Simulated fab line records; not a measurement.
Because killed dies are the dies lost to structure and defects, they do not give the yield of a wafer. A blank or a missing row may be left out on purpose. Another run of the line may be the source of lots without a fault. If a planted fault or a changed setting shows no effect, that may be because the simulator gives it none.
Matching of chambers ; flow gf180mcu ; pecvd-03 running GF_V2_CVD_02: 3 sister chambers
The step deposits SiO2 from TEOS, target thk 850 nm, time 94.851 s. 6 wafers are shown with their chamber, then 8 later ones without.

## WAFERS PAIRED WITH THEIR CHAMBERS
wafer;chamber;heater power w (W)
L515.5;0;680
L518.1;0;826
L522.1;2;508
L522.2;1;760
L522.4;2;554
L525.2;1;766

## WAFERS MISSING THEIR CHAMBER
wafer;heater power w (W)
L525.5;616
L525.6;617
L534.2;704
L534.3;661
L534.5;742
L535.1;525
L535.3;810
L535.5;631

## WHICH CHAMBER EACH ONE RAN IN
wafer;from the rows above;in truth
L525.5;can't be placed: 2 or 0 or 1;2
L525.6;can't be placed: 2 or 0 or 1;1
L534.2;can't be placed: 0 or 1 or 2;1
L534.3;can't be placed: 0 or 1 or 2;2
L534.5;can't be placed: 0 or 1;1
L535.1;2;2
L535.3;can't be placed: 1 or 0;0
L535.5;can't be placed: 2 or 0 or 1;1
1 of 8 placed correctly. Not placeable from these rows: 7 (in 7, the candidates include the true chamber). 0 placed wrongly.
How it was worked out, from the rows above alone: a wafer's distance from a chamber is the root of the sum, over the readings, of the square of ((its reading less the chamber's mean) divided by the reading's scatter). The wafer belongs to the nearest chamber; if the next one is less than 2 further off, it can't be placed. The mean given for a chamber averages the wafers shown for that chamber. The scatter is the square root of a quotient: the sum, over the shown wafers, of each reading's squared deviation from its chamber's mean, divided by wafers minus chambers.
